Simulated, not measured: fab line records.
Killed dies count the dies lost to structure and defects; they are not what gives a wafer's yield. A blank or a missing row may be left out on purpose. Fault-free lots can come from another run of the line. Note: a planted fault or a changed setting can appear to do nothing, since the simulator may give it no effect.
Matching of chambers	flow sky130	4 sister chambers for SKY_VIA1_ETCH_15 on rie diel-02
The step etches SiO2 in C4F8/O2/Ar, stops on TiN, target depth 351 nm, time 54 s. 4 wafers are shown with their chamber, then 8 later ones without.

WAFERS WITH THEIR CHAMBER
wafer	chamber	oes product au (a.u.)
L091.1	2	0.979
L091.2	3	0.986
L091.3	1	0.987
L091.4	0	0.979

WAFERS WITHOUT THEIR CHAMBER
wafer	oes product au (a.u.)
L091.5	0.985
L091.6	0.977
L093.1	0.977
L093.2	0.984
L093.3	0.994
L093.4	0.989
L093.5	0.975
L093.6	0.984

EACH ONE'S CHAMBER
wafer	from the rows above	in truth
L091.5	can't be placed: 3 or 1 or 0 or 2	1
L091.6	can't be placed: 0 or 2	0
L093.1	can't be placed: 0 or 2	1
L093.2	can't be placed: 3 or 1 or 0 or 2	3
L093.3	can't be placed: 1 or 3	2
L093.4	can't be placed: 1 or 3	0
L093.5	can't be placed: 0 or 2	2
L093.6	can't be placed: 3 or 1 or 0 or 2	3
Correct placement for 0 of the 8. Cannot be placed on the basis of these rows: 8; the candidates contain the true chamber in 5. Number placed wrongly: 0.
How it was worked out, from the rows above alone: a wafer's distance from a chamber is the root of the sum, over the readings, of the square of ((its reading less the chamber's mean) divided by the reading's scatter). The wafer belongs to the nearest chamber; if the next one is less than 2 further off, it can't be placed. A chamber's mean is the mean of its shown wafers. The scatter: with one shown wafer a chamber, the root of the mean of the squares of how far each hidden wafer lies from its nearest shown one.
